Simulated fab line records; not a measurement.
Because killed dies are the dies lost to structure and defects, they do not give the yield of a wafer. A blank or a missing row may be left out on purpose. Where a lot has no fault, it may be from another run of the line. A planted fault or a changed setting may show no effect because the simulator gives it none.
What tool caused it? -- flow sky130 -- route of 708 steps, sampled at 1 step: 12 lots, 36 wafers

WHAT EACH GAUGE READ, for each wafer
SKY_SPACER_THK_MEAS_01.
lot,measured,on,SPACER_CVD_00_THK (nm)
L075,day 23 11:17,filmMetro-01,43.1 42.9 43.1
L077,day 24 11:38,filmMetro-02,43.1 42.8 43.3
L079,day 24 22:56,filmMetro-03,43.0 42.9 42.9
L081,day 25 17:34,filmMetro-01,43.3 43.0 43.2
L083,day 26 03:26,filmMetro-03,43.0 43.0 43.0
L085,day 27 04:50,filmMetro-03,42.8 42.8 42.8
L087,day 27 12:32,filmMetro-02,42.8 43.1 42.9
L089,day 28 10:14,filmMetro-03,42.4 42.8 42.6
L091,day 29 00:02,filmMetro-03,42.5 42.7 42.5
L093,day 29 14:01,filmMetro-03,43.1 43.1 43.2
L095,day 30 12:15,filmMetro-01,43.4 43.5 43.5
L097,day 31 07:37,filmMetro-02,42.8 42.8 42.9

WHAT TOOL EACH LOT RAN ON (gives the tool, then ch and the chambers of the sampled wafers, and finally the start)
Record: no process step prior to these readings.

THE ANSWER, worked out from the rows above alone
Rule: the usual values come from the lots themselves. Put in order of their means at a reading, lots are off if they are a third of the lots or fewer, leave a main group of 4 or more, and stand apart from it by a gap of 3 or more times the standard deviation of the main group's means; of several such gaps the widest counts. If all means in a main group match to the digits the tables above print for the reading, that group is not used. Also off: a lot with no number at a reading for which 4 or more lots have one. Where the step has rows for the other lots, those lots are counted as sound.
Across all readings shown, no lot is off: no conclusion can be drawn from this.

WHAT THE SIMULATOR HAD PUT IN
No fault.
